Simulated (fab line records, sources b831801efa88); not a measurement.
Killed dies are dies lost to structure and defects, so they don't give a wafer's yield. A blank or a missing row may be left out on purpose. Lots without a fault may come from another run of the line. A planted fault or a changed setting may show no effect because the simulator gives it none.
fab line records | flow sfq_line
record lots=6 wafers=18 last_day=82
route steps=325 shown M3@122 I3@133
lots that met no fault: from a run of the same line without faults
start_h: hours from the record's first day to the start of the lot's first wafer shown | wait_h: hours since the lot's step before | " the same as in the row above | L1.1+2: a row that stands for several wafers | - no value, or no start given | * or withheld: withheld | < > ~ a bound
route shown NAME@n: a module of which the file shows steps, and the number in the route of the first | usual: mean/standard deviation of fault-free wafers | same: alike in all rows | chamber/n: place in a boat | sites: the reading at each site | _std_site: their standard deviation | _edge_site: outer sites' mean less inner sites' | radius_mm: how far each site lies from the wafer's centre | mask NAME#n: copy n | behind: the tool/chamber that last shaped the wafer | hold: why the lot was held/for how many hours/how that ended | device: the transistor (n, p or np) that didn't switch | end of line: the same wafers' tests at the end of the route | a step without rows: its recipe alone | killed: dies lost to structure and defects at the first sort, not the wafer's yield | map: a wafer's dies, x killed, . not, _ none there
set.NAME: the setting as run; set.NAME@STEP: as run at that earlier step | model.NAME: the simulator's own value behind a step, which no gauge read
lots at some steps of the route; a table a step, a row a wafer
services: from which hour (start_h, from the record's first day; less than 0 if before it) a tool's chamber was out of use, for how many hours, and why
## steps
# step SFQ_TRILAYER_M3_LITHO_COAT_080
# recipe resist=BARC spin_rpm=3000 resist_thk_nm=62
# step SFQ_TRILAYER_M3_LITHO_COAT_075
# recipe resist=KrF spin_rpm=3000 resist_thk_nm=600
# step SFQ_TRILAYER_M3_LITHO_SOFTBAKE_079
# recipe temp_c=withheld time_s=withheld resist=KrF
# step SFQ_TRILAYER_M3_LITHO_EXPOSE_076
# recipe mask_id=M3 na=0.6 source_shape=conventional sigma_outer=0.65 target_cd_nm=500 dose_mj=14.4
# step SFQ_TRILAYER_M3_LITHO_PEB_078
# recipe peb_temp_c=115 peb_time_s=60 resist=KrF
# step SFQ_TRILAYER_M3_LITHO_DEVELOP_077
# recipe time_s=60 resist=KrF
# step SFQ_M3_OVL_MEAS_921
# usual M3_OVL=-1/6
# columns lot.wafer tool chamber start_h wait_h M3_OVL[nm]
L790.1 overlay-02 - 841.51 0.1 3
L790.2 " - " " 2
L790.5 " - " " -11
L791.3 overlay-02 - 856.16 0.1 5
L791.4 " - " " -10
L791.5 " - " " -1
L801.1 overlay-01 - 1078.57 0.1 6
L801.3 " - " " 9
L801.6 " - " " 10
L805.4 overlay-02 - 1152.98 0.1 8
L805.5 " - " " 5
L805.6 " - " " 5
L809.1 overlay-02 - 1178.17 0.1 -2
L809.3 " - " " -5
L809.5 " - " " 0
L810.1 overlay-02 - 1180.57 0.1 -19
L810.5 " - " " -11
L810.6 " - " " -10
# step SFQ_TRILAYER_M3_BARC_OPEN_METAL_ETCH_100
# recipe mask_material=PR chemistry=O2 target_depth_nm=125 target=BARC icp_w=600 bias_w=80 pressure_mtorr=10 time_s=41.7
# usual drypump_motor_current_A=5.7/0.42 oes_product_au=0.686/0.0046
# columns lot.wafer tool chamber start_h wait_h drypump_motor_current_A oes_product_au rf_hours_counter_h
L790.1 rie_metal-04 1 841.54 0.0 5.0 0.689 46
L790.2 " 0 " " 5.2 0.687 133
L790.5 " 0 " " 5.3 0.681 -
L791.3 rie_metal-01 0 856.21 0.0 6.1 0.693 -
L791.4 " 1 " " 5.5 0.683 -
L791.5 " 0 " " 6.1 0.685 -
L801.1 rie_metal-01 0 1078.60 0.0 6.1 0.686 5
L801.3 " 0 " " 6.0 0.694 -
L801.6 " 0 " " 6.0 0.685 -
L805.4 rie_metal-01 0 1153.02 0.0 6.1 0.693 -
L805.5 " 1 " " 5.5 0.685 -
L805.6 " 0 " " 6.1 0.687 -
L809.1 rie_metal-02 1 1178.20 0.0 5.6 0.682 132
L809.3 " 1 " " 5.6 0.685 -
L809.5 " 1 " " 5.6 0.687 -
L810.1 rie_metal-01 1 1180.60 0.0 5.5 0.675 107
L810.5 " 0 " " 6.1 0.680 -
L810.6 " 1 " " 5.5 0.696 -
# step SFQ_TRILAYER_M3_ETCH_METAL_ETCH_078
# recipe target=Nb stop_on=SiO2 mask_material=PR chemistry=Cl2/Ar target_depth_nm=240 icp_w=600 bias_w=80 pressure_mtorr=10 time_s=120
# usual drypump_motor_current_A=5.7/0.42 oes_product_au=0.895/0.0064
# columns lot.wafer tool chamber start_h wait_h drypump_motor_current_A oes_product_au rf_hours_counter_h
L790.1 rie_metal-04 1 841.60 0.0 5.0 0.890 46
L790.2 " 0 " " 5.3 0.885 133
L790.5 " 0 " " 5.3 0.890 -
L791.3 rie_metal-01 0 856.29 0.1 6.1 0.893 -
L791.4 " 1 " " 5.5 0.884 -
L791.5 " 0 " " 6.1 0.900 -
L801.1 rie_metal-01 0 1078.66 0.0 6.1 0.901 5
L801.3 " 0 " " 6.1 0.900 -
L801.6 " 0 " " 6.1 0.887 -
L805.4 rie_metal-01 0 1153.10 0.1 6.1 0.887 -
L805.5 " 1 " " 5.5 0.893 -
L805.6 " 0 " " 6.1 0.896 -
L809.1 rie_metal-02 1 1178.32 0.1 5.5 0.887 132
L809.3 " 1 " " 5.6 0.899 -
L809.5 " 1 " " 5.5 0.902 -
L810.1 rie_metal-01 1 1180.66 0.0 5.5 0.892 107
L810.5 " 0 " " 6.1 0.896 -
L810.6 " 1 " " 5.5 0.906 -
# step SFQ_TRILAYER_M3_STRIP_STRIP_079
# recipe gas=O2 power_w=200 platen_temp_c=40 overash_fraction=0.65 chemistry=O2 pressure_mtorr=50
# usual drypump_motor_current_A=5.7/0.42 oes_product_au=0.998/0.0072
# columns lot.wafer tool chamber start_h wait_h drypump_motor_current_A oes_product_au rf_hours_counter_h
L790.1 rie_metal-04 1 841.73 0.1 5.0 0.991 46
L790.2 " 0 " " 5.2 0.994 133
L790.5 " 0 " " 5.3 1.010 -
L791.3 rie_metal-01 0 856.57 0.2 6.1 0.995 -
L791.4 " 1 " " 5.5 0.997 -
L791.5 " 0 " " 6.1 0.994 -
L801.1 rie_metal-01 0 1078.79 0.1 6.1 1.000 5
L801.3 " 0 " " 6.1 0.996 -
L801.6 " 0 " " 6.1 1.000 -
L805.4 rie_metal-01 0 1153.39 0.2 6.1 0.996 -
L805.5 " 1 " " 5.5 0.996 -
L805.6 " 0 " " 6.1 0.997 -
L809.1 rie_metal-02 1 1178.57 0.2 5.6 1.007 132
L809.3 " 1 " " 5.6 1.000 -
L809.5 " 1 " " 5.6 1.011 -
L810.1 rie_metal-01 1 1180.79 0.1 5.5 1.002 107
L810.5 " 0 " " 6.1 1.014 -
L810.6 " 1 " " 5.5 0.994 -
# step SFQ_TRILAYER_M3_STRIP_SOLV_CLEAN_080
# recipe chemistry=NMP temp_c=70 time_s=600
# step SFQ_TRILAYER_I3_DEP_PECVD_081
# recipe material=SiO2 temp_c=150 time_s=111.11 pressure_torr=2.4 rf_w=183.3 precursor=SiH4/N2O target_thk_nm=500
# usual heater_power_w=83/18 rf_fwd_power_W=182.3/0.62 showerhead_vpp_V=839/32 throttle_valve_pct=25.1/1.2
# columns lot.wafer tool chamber start_h wait_h heater_power_w rf_fwd_power_W showerhead_vpp_V throttle_valve_pct model.SiO2_of_TRILAYER_I3_DEP_PECVD_081.thk_nm
L790.1 pecvd-03 2 842.50 0.0 38 210.3 943 26.3 525.8
L790.2 " 1 " " 69 211.8 897 25.6 525.5
L790.5 " 2 " " 40 211.4 957 26.1 528.5
L791.3 pecvd-03 1 857.15 0.0 60 212.3 887 25.6 515
L791.4 " 2 " " 33 212.2 951 26.1 529.3
L791.5 " 1 " " 65 212.8 889 25.5 526.3
L801.1 pecvd-02 0 1079.58 0.0 119 181.8 908 25.0 500
L801.3 " 1 " " 79 182.7 837 25.1 495.3
L801.6 " 2 " " 81 182.9 825 23.6 509.8
L805.4 pecvd-04 2 1154.00 0.0 110 181.8 828 22.7 499.6
L805.5 " 0 " " 98 182.0 783 24.5 495.7
L805.6 " 1 " " 81 182.2 833 24.2 498.7
L809.1 pecvd-02 2 1179.95 0.0 90 181.2 823 24.0 500
L809.3 " 0 " " 100 182.0 901 25.1 494.2
L809.5 " 1 " " 86 182.7 845 25.4 498.7
L810.1 pecvd-03 2 1181.56 0.0 57 182.2 891 27.0 497.7
L810.5 " 0 " " 95 183.1 812 24.9 510.9
L810.6 " 2 " " 45 182.3 873 27.2 504.7
# step SFQ_TRILAYER_I3_CMP_CMP_082
# recipe material=SiO2 down_force_psi=3 platen_rpm=60 pad_velocity_m_s=0.94248
# usual motor_current_A=10.6/1 slurry_filter_dp_kPa=13.50/0.14 time_to_endpoint_s=215/5.9
# columns lot.wafer tool chamber start_h wait_h motor_current_A slurry_filter_dp_kPa time_to_endpoint_s
L790.2 cmp-02 0 854.12 11.6 9.8 13.58 241
L790.1 " 3 855.62 13.1 9.8 13.60 236
L790.5 " 1 856.62 14.0 10.9 13.41 240
L791.3 cmp-01 3 868.28 11.1 11.9 13.45 223
L791.4 " 0 " " 11.9 13.59 233
L791.5 " 3 870.28 13.1 11.0 13.59 225
L801.1 cmp-02 1 1079.66 0.0 10.8 13.42 213
L801.3 " 0 1081.16 1.5 9.5 13.56 214
L801.6 " 2 1082.16 2.5 9.6 13.46 225
L805.4 cmp-01 2 1158.69 4.6 9.9 13.69 208
L805.6 " 2 1160.69 6.6 9.6 13.44 209
L805.5 " 3 " " 11.2 13.56 210
L809.3 cmp-02 0 1185.18 5.2 9.5 13.49 216
L809.1 " 1 " " 11.7 13.44 221
L809.5 " 0 1187.18 7.2 9.9 13.60 216
L810.1 cmp-01 3 1186.65 5.0 12.0 13.57 213
L810.6 " 2 1188.15 6.5 9.7 13.61 215
L810.5 " 3 " " 10.9 13.53 223
# step SFQ_I3_BOW_MEAS_922
# recipe mode=bow
# usual I3_BOW=4/9
# columns lot.wafer tool chamber start_h wait_h I3_BOW[um]
L790.1 film_metro-03 - 857.12 1.0 12
L790.2 " - " " 0
L790.5 " - " " -2
L791.3 film_metro-01 - 870.82 2.0 -1
L791.4 " - " " 7
L791.5 " - " " 17
L801.1 film_metro-03 - 1082.66 2.5 -3
L801.3 " - " " 7
L801.6 " - " " -2
L805.4 film_metro-03 - 1161.75 2.6 -1
L805.5 " - " " 6
L805.6 " - " " 5
L809.1 film_metro-03 - 1188.18 2.0 17
L809.3 " - " " -9
L809.5 " - " " 4
L810.1 film_metro-01 - 1189.15 2.0 -4
L810.5 " - " " 8
L810.6 " - " " 8
## services
# columns tool chamber start_h hours kind
cmp-02 - 821.60 7.0 pm
cmp-01 - 833.06 0.6 repair
cmp-02 - 834.58 4.5 pm
cmp-01 - 910.18 1.0 repair
cmp-02 - 917.12 4.0 pm
rie_metal-04 1 931.34 13.9 repair
pecvd-03 1 935.60 7.7 repair
cmp-01 - 964.94 1.3 repair
cmp-02 - 975.38 1.1 repair
pecvd-03 - 980.24 5.5 pm
cmp-01 - 982.24 4.2 pm
pecvd-03 2 985.77 10.6 repair
cmp-01 - 989.35 14.4 repair
cmp-01 - 992.38 3.0 repair
rie_metal-02 - 997.45 14.6 pm
pecvd-03 - 999.89 6.0 pm
rie_metal-04 0 1010.97 14.9 repair
rie_metal-02 0 1012.95 3.4 repair
pecvd-03 - 1027.55 0.7 repair
rie_metal-04 - 1031.18 2.8 pm
cmp-01 - 1036.48 2.3 repair
cmp-01 - 1041.32 1.5 repair
rie_metal-01 1 1055.09 7.8 repair
rie_metal-01 - 1084.43 2.8 pm
## key
first_sign step=SFQ_TRILAYER_I3_DEP_PECVD_081 reading=rf_fwd_power_W direction=up sigmas=47 usual=182.3 struck=211.8
effect step=SFQ_TRILAYER_I3_DEP_PECVD_081 reading=showerhead_vpp_V direction=up sigmas=2.6 usual=839 struck=921
effect step=SFQ_TRILAYER_I3_CMP_CMP_082 reading=time_to_endpoint_s direction=up sigmas=3 usual=* struck=*
model_effect step=SFQ_TRILAYER_I3_DEP_PECVD_081 value=SiO2_of_TRILAYER_I3_DEP_PECVD_081.thk_nm without=502.3 struck=525.1
met_at SFQ_TRILAYER_I3_DEP_PECVD_081
struck_wafers L790.1,L790.2,L790.5,L791.3,L791.4,L791.5
fault kind=process_parameter_drift tool=pecvd-03 chamber=- onset_h=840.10 steps=SFQ_TRILAYER_I3_DEP_PECVD_081 channel=rf_w offset=29.328 shape=step end_h=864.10 acts_in=these_recipes_only stated=183.3
